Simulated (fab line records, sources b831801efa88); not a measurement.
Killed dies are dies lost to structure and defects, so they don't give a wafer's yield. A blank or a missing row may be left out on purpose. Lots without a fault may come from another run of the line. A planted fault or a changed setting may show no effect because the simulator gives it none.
One fault seen from 2 desks | flow sky130 | each desk has only its own numbers; what lay behind them comes last

THE TOOL OWNER'S DESK: plasma_asher-04
The tool's own readings at SKY_NWELL_STRIP_14 (strips in O2/N2): means of the sampled wafers that have a number, for each lot that ran on this tool. A lot is out of limits, marked OUT, if its mean lies more than 4 standard deviations from the usual mean; the brackets give that distance.
Columns: A = drypump_motor_current_A at SKY_NWELL_STRIP_14, usual 5.7 A; B = oes_product_au at SKY_NWELL_STRIP_14, usual 0.723 a.u.; C = strip_time_to_endpoint_s at SKY_NWELL_STRIP_14, usual 36.90 s
lot  | first seen here | A   | B               | C
L959 | day 4 23:44     | 6.2 | 0.719           | 36.99
L961 | day 5 10:43     | 6.6 | 0.947 (+48) OUT | -
L969 | day 7 16:20     | 6.2 | 0.722           | 36.99
L971 | day 8 03:51     | 6.2 | 0.724           | 37.00
L972 | day 8 13:54     | 6.2 | 0.720           | 36.81
L979 | day 9 21:53     | 6.2 | 0.720           | 36.73
L980 | day 10 01:19    | 5.8 | 0.720           | 36.82
This desk's finding: out of limits on L961; first on L961, day 5 10:43 (oes_product_au at SKY_NWELL_STRIP_14). In limits: L959, L969, L971, L972, L979, L980.

THE METROLOGY DESK
What the gauges read, lot by lot, whatever tool the lot ran on: means of the sampled wafers that have a number. A lot is out of limits, marked OUT, if its mean lies more than 4 standard deviations from the usual mean; the brackets give that distance.
Columns: A = NWELL_2_TW at SKY_NWELL_TW_MEAS_26, usual 499
lot  | first seen here | A
L958 | day 5 08:49     | 501
L959 | day 5 17:53     | 495
L960 | day 5 23:43     | 500
L961 | day 6 05:44     | 30 (-99 or more) OUT
L969 | day 8 12:26     | 495
L970 | day 8 23:38     | 501
L971 | day 9 00:20     | 502
L972 | day 9 11:14     | 495
L975 | day 10 00:55    | 501
L976 | day 10 01:34    | 496
L977 | day 10 09:56    | 497
L979 | day 10 20:38    | 497
L980 | day 11 00:29    | 500
This desk's finding: out of limits on L961; first on L961, day 6 05:44 (NWELL_2_TW at SKY_NWELL_TW_MEAS_26). In limits: L958, L959, L960, L969, L970, L971, L972, L975, L976, L977, L979, L980.

PUT TOGETHER
The tool owner's desk could have raised an alarm at day 5 10:43, on L961.
The metrology desk could have raised an alarm at day 6 05:44, on L961.
Of the lots named, all ran SKY_NWELL_STRIP_14 on plasma_asher-04.

WHAT THE SIMULATOR HAD PUT IN
Strip aborted: plasma_asher-04, from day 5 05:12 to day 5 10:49, at SKY_NWELL_STRIP_14. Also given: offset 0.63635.
Lots struck among those shown: L961.
Hours from the fault's start to each desk's first reading out of limits: the tool owner's desk, 6; the metrology desk, 25.
